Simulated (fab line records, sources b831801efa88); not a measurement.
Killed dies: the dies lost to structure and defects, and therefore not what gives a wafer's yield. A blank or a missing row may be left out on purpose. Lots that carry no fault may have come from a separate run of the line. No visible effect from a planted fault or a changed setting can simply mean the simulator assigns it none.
Chamber matching -- flow gf180mcu -- cmp-02 running GF_V1_CMP_26: 4 sister chambers
The step polishes, stops on SiO2, t overpolish 15 s, target thk 0 nm. 20 wafers are shown with their chamber, then 10 later ones without.

== WAFERS, EACH WITH ITS CHAMBER ==
wafer,chamber,motor_current_A (A),time_to_endpoint_s (s),overpolish_run_s (s)
L749.2,3,11.6,83,14.991
L749.3,1,9.2,84,15.008
L749.4,2,10.7,88,15.000
L750.3,1,9.4,83,14.994
L750.5,1,9.3,84,15.014
L750.6,0,10.3,85,14.990
L752.2,0,10.5,82,14.983
L752.3,1,9.2,86,15.010
L752.6,3,11.7,84,15.012
L755.3,0,10.2,87,15.008
L755.4,3,11.7,90,15.009
L755.6,0,10.3,90,14.994
L759.2,0,10.3,85,14.999
L759.5,3,12.2,87,14.997
L759.6,0,10.2,85,14.992
L763.2,3,12.1,83,14.999
L763.4,2,11.7,88,14.996
L763.6,3,12.6,81,15.002
L764.1,1,8.5,81,14.994
L764.3,0,10.1,82,15.005

SIGNATURES (averages over the wafers above)
reading,chamber 0,chamber 1,chamber 2,chamber 3,scatter within a chamber
motor_current_A,10.271,9.120,11.200,11.983,0.34
time_to_endpoint_s,85.14,83.60,88.00,84.67,2.66
overpolish_run_s,14.99586,15.00400,14.99800,15.00167,0.00837
Rule: a wafer's distance from a chamber is the root of the sum, over the readings, of the square of ((its reading less the chamber's mean) divided by the reading's scatter). If the next closest chamber is less than 2 further off than the closest, the wafer can't be placed; otherwise it belongs to the closest. The scatter: the root of (the sum of the squares of (reading less its chamber's mean) over the shown wafers, divided by (wafers less chambers)).

== WAFERS MISSING THEIR CHAMBER ==
wafer,motor_current_A (A),time_to_endpoint_s (s),overpolish_run_s (s)
L764.4,11.8,84,15.002
L766.2,10.6,87,15.007
L766.3,8.7,85,15.008
L766.5,11.5,80,15.006
L767.1,10.8,88,14.989
L767.4,9.0,82,14.979
L767.5,10.1,83,15.000
L770.1,10.5,81,15.006
L770.2,11.7,88,15.001
L770.6,8.9,86,15.005

== EACH ONE'S CHAMBER ==
wafer,from the rows above,in truth
L764.4,can't be placed: 3 or 2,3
L766.2,can't be placed: 0 or 2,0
L766.3,1,1
L766.5,can't be placed: 3 or 2 or 0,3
L767.1,can't be placed: 2 or 0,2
L767.4,can't be placed: 1 or 0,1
L767.5,can't be placed: 0 or 1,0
L770.1,can't be placed: 0 or 2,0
L770.2,can't be placed: 3 or 2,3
L770.6,1,1
Placed correctly: 2 of 10. These rows do not allow placing 8 (true chamber among the candidates in 8). 0 placed wrongly.
